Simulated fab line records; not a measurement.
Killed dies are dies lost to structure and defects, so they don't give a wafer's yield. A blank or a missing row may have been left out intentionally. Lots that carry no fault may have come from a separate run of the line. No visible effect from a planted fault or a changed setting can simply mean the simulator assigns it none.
The tool behind it: which one? ; flow gf180mcu ; Sampling: 11 lots, 33 wafers, 6 of 602 route steps

WHAT THE GAUGES SHOWED, per wafer
GF_V4_RS_MEAS_24: the measuring method here is four-point-probe. Usual: V4_W_RS typically reads 0.328 ohm/sq, with standard deviation 0.0035.
lot;measured;on;V4_W_RS (ohm/sq);flag
L426;day 24 12:05;film_metro-02;0.322 0.326 0.326;
L427;day 24 20:31;film_metro-02;0.328 0.326 0.325;
L430;day 26 04:00;film_metro-04;0.332 0.327 0.323;
L433;day 27 00:23;film_metro-01;0.334 0.335 0.336;
L434;day 27 02:17;film_metro-02;0.320 0.326 0.325;
L436;day 28 04:39;film_metro-02;0.335 0.330 0.331;
L438;day 28 14:53;film_metro-01;0.323 0.323 0.328;
L440;day 29 03:41;film_metro-02;0.329 0.326 0.326;
L441;day 29 12:38;film_metro-04;0.332 0.329 0.332;
L443;day 30 02:45;film_metro-02;0.325 0.329 0.330;
L449;day 31 20:52;film_metro-02;0.328 0.329 0.330;

GF_MIM_RS_MEAS_10: the measuring method here is four-point-probe. Usual: MIM_ALCU_RS typically reads 0.1607 ohm/sq, with standard deviation 0.0017.
lot;measured;on;MIM_ALCU_RS (ohm/sq);flag
L426;day 24 12:59;film_metro-04;0.1619 0.1630 0.1603;
L427;day 24 21:42;film_metro-03;0.1618 0.1615 0.1619;
L430;day 26 04:53;film_metro-04;0.1628 0.1632 0.1617;
L433;day 27 01:17;film_metro-02;0.1613 0.1631 0.1626;
L434;day 27 03:11;film_metro-04;0.1606 0.1600 0.1604;
L436;day 28 05:32;film_metro-04;0.1593 0.1598 0.1589;
L438;day 28 15:47;film_metro-03;0.1614 0.1614 0.1615;
L440;day 29 04:35;film_metro-02;0.1606 0.1568 0.1561;
L441;day 29 13:32;film_metro-02;0.0889 0.1583 0.1584;OFF
L443;day 30 03:38;film_metro-03;0.0905 0.1612 0.1641;OFF
L449;day 31 22:02;film_metro-02;0.1581 0.1609 0.1579;

GF_MIM_THK_MEAS_11: measures by xrf. Usual: MIM_ALCU_THK typically reads 198.8 nm, with standard deviation 2.5.
lot;measured;on;MIM_ALCU_THK (nm);flag
L426;day 24 13:05;film_metro-04;197.9 195.0 197.7;
L427;day 24 21:48;film_metro-03;197.7 198.2 196.8;
L430;day 26 05:00;film_metro-04;194.0 194.5 196.8;
L433;day 27 01:24;film_metro-02;197.0 194.3 195.4;
L434;day 27 03:17;film_metro-04;196.5 197.1 197.0;
L436;day 28 05:40;film_metro-04;198.8 199.1 198.3;
L438;day 28 15:55;film_metro-03;198.6 200.6 199.3;
L440;day 29 04:42;film_metro-02;199.2 203.5 205.5;
L441;day 29 13:39;film_metro-02;354.5 203.3 202.5;OFF
L443;day 30 03:45;film_metro-03;349.1 199.5 196.5;OFF
L449;day 31 22:09;film_metro-02;201.5 197.8 200.5;

EACH LOT AND THE TOOL THAT RAN IT (in order: tool; ch and the chambers of the sampled wafers; start)
lot;GF_V4_ETCH_16;GF_MIM_SPUTTER_02;GF_MIM_SPUTTER_08
L426;rie_diel-03 ch 0,1, day 24 11:11;pvd_sputter-04, day 24 12:40;pvd_sputter-01, day 24 12:54
L427;rie_diel-02 ch 0,2,3, day 24 19:36;pvd_sputter-04, day 24 21:22;pvd_sputter-02, day 24 21:36
L430;rie_diel-03 ch 1,2, day 26 03:06;pvd_sputter-01, day 26 04:35;pvd_sputter-02, day 26 04:49
L433;rie_diel-02 ch 0,1, day 26 23:21;pvd_sputter-02, day 27 01:00;pvd_sputter-01, day 27 01:13
L434;rie_diel-02 ch 0,1,3, day 27 01:20;pvd_sputter-04, day 27 02:52;pvd_sputter-02, day 27 03:05
L436;rie_diel-02 ch 1,3, day 28 03:42;pvd_sputter-01, day 28 05:16;pvd_sputter-02, day 28 05:29
L438;rie_diel-04 ch 0,3, day 28 13:59;pvd_sputter-04, day 28 15:30;pvd_sputter-01, day 28 15:44
L440;rie_diel-02 ch 1,2,3, day 29 02:41;pvd_sputter-02, day 29 04:17;pvd_sputter-04, day 29 04:31
L441;rie_diel-02 ch 0,1, day 29 11:45;pvd_sputter-02, day 29 13:14;pvd_sputter-01, day 29 13:28
L443;rie_diel-03 ch 0,1,2, day 30 01:51;pvd_sputter-02, day 30 03:20;pvd_sputter-01, day 30 03:34
L449;rie_diel-02 ch 1,3, day 31 19:59;pvd_sputter-02, day 31 21:44;pvd_sputter-02, day 31 21:58
- GF_V4_ETCH_16: etches BARC in N2/H2.
- GF_MIM_SPUTTER_02: material AlCu, target thk 450 nm, time 23.9 s.
- GF_MIM_SPUTTER_08: material AlCu, target thk 200 nm, time 10.6 s.

AS READ BY THE TOOLS THEMSELVES (means over the sampled wafers that have a number; for cases with no such wafer, the mark the record gives instead)
GF_V4_ETCH_16. Usual: drypump_motor_current_A 5.8 A, standard deviation 0.55; oes_product_au 0.854 a.u., standard deviation 0.0048; throttle_valve_pct 13.225 %, standard deviation 0.0087.
lot;tool;drypump_motor_current_A (A);oes_product_au (a.u.);throttle_valve_pct (%);flag
L426;rie_diel-03;5.9;0.856;13.233;
L427;rie_diel-02;5.4;0.854;13.219;
L430;rie_diel-03;6.1;0.852;13.223;
L433;rie_diel-02;5.9;0.858;13.215;
L434;rie_diel-02;5.6;0.859;13.226;
L436;rie_diel-02;5.4;0.852;13.222;
L438;rie_diel-04;6.4;0.855;13.225;
L440;rie_diel-02;5.3;0.852;13.221;
L441;rie_diel-02;5.9;0.852;13.222;
L443;rie_diel-03;6.0;0.854;13.228;
L449;rie_diel-02;5.4;0.855;13.225;

GF_MIM_SPUTTER_02. Usual: throttle_valve_pct at 31.0 %, with a standard deviation of 0.72.
lot;tool;throttle_valve_pct (%);flag
L426;pvd_sputter-04;30.7;
L427;pvd_sputter-04;30.8;
L430;pvd_sputter-01;30.9;
L433;pvd_sputter-02;31.7;
L434;pvd_sputter-04;30.7;
L436;pvd_sputter-01;31.3;
L438;pvd_sputter-04;30.0;
L440;pvd_sputter-02;31.6;
L441;pvd_sputter-02;31.7;
L443;pvd_sputter-02;31.7;
L449;pvd_sputter-02;32.0;

GF_MIM_SPUTTER_08. Usual: throttle_valve_pct at 31.2 %, with a standard deviation of 0.69.
lot;tool;throttle_valve_pct (%);flag
L426;pvd_sputter-01;30.9;
L427;pvd_sputter-02;31.8;
L430;pvd_sputter-02;31.7;
L433;pvd_sputter-01;31.3;
L434;pvd_sputter-02;31.7;
L436;pvd_sputter-02;31.9;
L438;pvd_sputter-01;30.4;
L440;pvd_sputter-04;29.9;
L441;pvd_sputter-01;30.8;
L443;pvd_sputter-01;31.0;
L449;pvd_sputter-02;31.7;

THE ANSWER, worked out from the rows above alone
Rule: a lot is off if the mean of its wafers that have a number lies more than 3 standard deviations from the usual mean. Also off: a lot with no number at a reading for which 4 or more lots have one. Where the step has rows for the other lots, those lots are counted as sound. The gauges are gone through in route order, then the tools' own readings, and for those a lot's mean is taken as printed above. The first step at which some lot is off is used, and at that step the reading that is off furthest; a lot without a number counts as furthest.
Off: L441, L443, seen at GF_MIM_RS_MEAS_10 (MIM_ALCU_RS).
A tool fits if, at a process step before that reading, it ran every lot that is off, and no sound lot after the first of them. The gauges at GF_MIM_RS_MEAS_10 are tried like those tools. One fits: GF_MIM_SPUTTER_08 on pvd_sputter-01. Its last sound lot is L438 (day 28 15:44), its first lot that is off L441 (day 29 13:28): a fault that began between those two fits.

WHAT HAD BEEN PUT IN BY THE SIMULATOR
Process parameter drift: pvd_sputter-01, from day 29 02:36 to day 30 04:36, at GF_MIM_SPUTTER_08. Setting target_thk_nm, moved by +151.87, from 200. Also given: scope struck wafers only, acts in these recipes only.
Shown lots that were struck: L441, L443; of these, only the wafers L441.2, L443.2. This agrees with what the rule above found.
